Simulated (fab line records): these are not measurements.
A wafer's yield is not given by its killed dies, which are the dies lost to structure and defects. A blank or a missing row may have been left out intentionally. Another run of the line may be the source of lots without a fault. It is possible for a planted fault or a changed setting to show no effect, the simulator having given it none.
A lot that was struck, set against a sound lot | flow gf180mcu | 26 steps out of a route of 602
Sound: wafers L346.2, L346.3, L346.5. The struck wafers were L361.2, L361.3, L361.4. At the end, the cause is stated.
Order at every step that has rows: each side's tool, ch and its chambers, its first start. Under that, the readings that differ: sound wafers | struck wafers | difference of the means | sigmas: that difference in standard deviations of wafers without a fault.
alike: readings whose means differ by less than 2 such deviations, and words and numbers that are the same on both sides. not compared: withheld readings, readings that some wafer has no value for, bounds like >300 that may hide the same value, and numbers for which the record gives no deviation and whose values overlap.
The two part at a step that has a row with sigmas, a row that says differs or no value, or rows on one side only. When numbers do not overlap yet have no deviation, they are printed without sigmas and do not part them. Lack of a reading on every wafer of one side parts them only where that side has two or more wafers.

first, 1 step without rows for these wafers: GF_VT_IMPLANT_IMPLANT_19.
GF_VT_IMPLANT_STRIP_20: strips in O2/N2.
  sound on plasma asher-02 ch 0,1, day 7 13:38; struck on plasma asher-03 ch 0,1, day 11 10:40
  reading                     | sound       | struck      | difference | sigmas
  drypump motor current A (A) | 5.2 5.4 5.4 | 6.4 6.4 5.5 | +0.8       | +2
  alike: chamber pressure mTorr, heater power w, oes product au, platen temp c, strip time to endpoint s
  not compared: rf hours counter h
GF_VT_IMPLANT_TW_MEAS_21:
  struck on film metro-03, day 11 10:47; sound on film metro-03, day 7 13:45
  alike: VT_IMPLANT_2_TW
then, 7 steps without rows for these wafers: GF_VT_IMPLANT_DEHYDRATE_22 (time 60 s); GF_VT_IMPLANT_HMDS_23 (prime time 60 s); GF_VT_IMPLANT_COAT_24 (resist thk 1000 nm); GF_VT_IMPLANT_SOFTBAKE_25 (time 60 s); GF_VT_IMPLANT_EXPOSE_26 (exposes mask LVPWELL HV AREA, target cd 860 nm); GF_VT_IMPLANT_PEB_27; GF_VT_IMPLANT_DEVELOP_28 (develop time 60 s).
GF_VT_IMPLANT_OVL_MEAS_29:
  struck on overlay-01, day 12 04:53; sound on overlay-01, day 8 05:38
  alike: VT_IMPLANT_02_OVL
then, 1 step without rows for these wafers: GF_VT_IMPLANT_IMPLANT_30.
GF_VT_IMPLANT_STRIP_31: strips in O2/N2.
  sound on plasma asher-02 ch 0,1, day 8 05:49; struck on plasma asher-03 ch 0,1, day 12 05:04
  reading                                         | sound             | struck            | difference                    | sigmas
  heater power w (W)                              | 320 329 351       | 398 396 387       | +60                           | +2
  oes product au (a.u.)                           | 0.720 0.712 0.721 | 0.945 0.932 0.935 | +0.220                        | +50
  strip time to endpoint s (s)                    | 12.64 12.62 12.64 | - - -             | no value on the struck wafers |
  model.NOVOLAK_of_VT_IMPLANT_COAT_24.thk nm (nm) | 0 0 0             | 405.8 406.8 405.6 | +406.1                        |
  alike: chamber pressure mTorr, drypump motor current A, platen temp c
  not compared: rf hours counter h
GF_VT_IMPLANT_TW_MEAS_32:
  struck on film metro-04, day 12 05:11; sound on film metro-02, day 8 05:56
  alike: VT_IMPLANT_3_TW
then, 7 steps without rows for these wafers: GF_VT_IMPLANT_DEHYDRATE_33 (time 60 s); GF_VT_IMPLANT_HMDS_34 (prime time 60 s); GF_VT_IMPLANT_COAT_35 (resist thk 1000 nm); GF_VT_IMPLANT_SOFTBAKE_36 (time 60 s); GF_VT_IMPLANT_EXPOSE_37 (exposes mask Nwell HV AREA, target cd 860 nm); GF_VT_IMPLANT_PEB_38; GF_VT_IMPLANT_DEVELOP_39 (develop time 60 s).
GF_VT_IMPLANT_OVL_MEAS_40:
  struck on overlay-02, day 12 23:32; sound on overlay-02, day 8 21:29
  alike: VT_IMPLANT_03_OVL
then, 1 step without rows for these wafers: GF_VT_IMPLANT_IMPLANT_41.
GF_VT_IMPLANT_STRIP_42: strips in O2/N2.
  sound on plasma asher-01 ch 0,1, day 8 21:40; struck on plasma asher-02 ch 0,1, day 12 23:43
  reading                      | sound             | struck            | difference | sigmas
  strip time to endpoint s (s) | 12.60 12.61 12.60 | 18.80 18.80 18.77 | +6.19      | +99 or more
  alike: chamber pressure mTorr, drypump motor current A, heater power w, oes product au, platen temp c
  not compared: rf hours counter h
GF_VT_IMPLANT_TW_MEAS_43:
  struck on film metro-02, day 13 00:04; sound on film metro-04, day 8 21:47
  reading         | sound       | struck   | difference | sigmas
  VT_IMPLANT_4_TW | 684 689 685 | 30 30 30 | -656       | -77
  not compared: hold
GF_PASSIVATION_PROBE_99:
  the record has rows for the sound wafers here (prober-01, day 30 17:29) and none for the struck ones

## WHERE THEY PART
Earliest at GF_VT_IMPLANT_STRIP_20; latest, in this record, at GF_PASSIVATION_PROBE_99.

WHY: whatever the simulator had introduced
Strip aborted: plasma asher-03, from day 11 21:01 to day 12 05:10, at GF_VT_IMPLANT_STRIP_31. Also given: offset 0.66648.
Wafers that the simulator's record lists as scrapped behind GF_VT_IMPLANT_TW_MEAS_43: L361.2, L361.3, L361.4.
